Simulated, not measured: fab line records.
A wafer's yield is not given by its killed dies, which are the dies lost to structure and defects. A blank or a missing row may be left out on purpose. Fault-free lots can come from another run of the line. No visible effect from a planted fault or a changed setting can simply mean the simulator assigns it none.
What tool caused it?	flow sky130	7 lots (21 wafers sampled), 1 step of a 708-step route

== WHAT EACH GAUGE READ, for each wafer ==
SKY_LI_CONTACT_OVL_MEAS_13.
lot	measured	on	LI_CONTACT_OVL (nm)
L375	day 30 09:55	overlay-02	4 12 -3
L376	day 31 06:55	overlay-01	-5 3 4
L378	day 31 21:29	overlay-01	1 8 5
L380	day 32 09:58	overlay-02	2 8 5
L388	day 35 07:52	overlay-01	3 14 2
L390	day 35 09:28	overlay-01	-4 0 -3
L393	day 36 08:16	overlay-02	8 5 -3

== WHAT TOOL EACH LOT RAN ON (gives the tool, then ch and the chambers of the sampled wafers, and finally the start) ==
There is no process step in the record ahead of these readings.

== THE ANSWER, worked out from the rows above alone ==
Rule: what is usual is taken from the lots themselves. The widest of any qualifying gaps counts: lots, ordered by their means at a reading, are off when they make up no more than a third of the lots, leave a main group of 4 or more, and stand apart from it by 3 or more times the standard deviation of that group's means. The tables above print the reading to a certain number of digits; a main group whose means all agree to those digits is not used. Also off: a lot with no number at a reading for which 4 or more lots have one. Where the step has rows for the other lots, those lots are counted as sound.
None of the lots is off at any reading shown; this tells nothing.

== WHAT WAS PUT IN BY THE SIMULATOR ==
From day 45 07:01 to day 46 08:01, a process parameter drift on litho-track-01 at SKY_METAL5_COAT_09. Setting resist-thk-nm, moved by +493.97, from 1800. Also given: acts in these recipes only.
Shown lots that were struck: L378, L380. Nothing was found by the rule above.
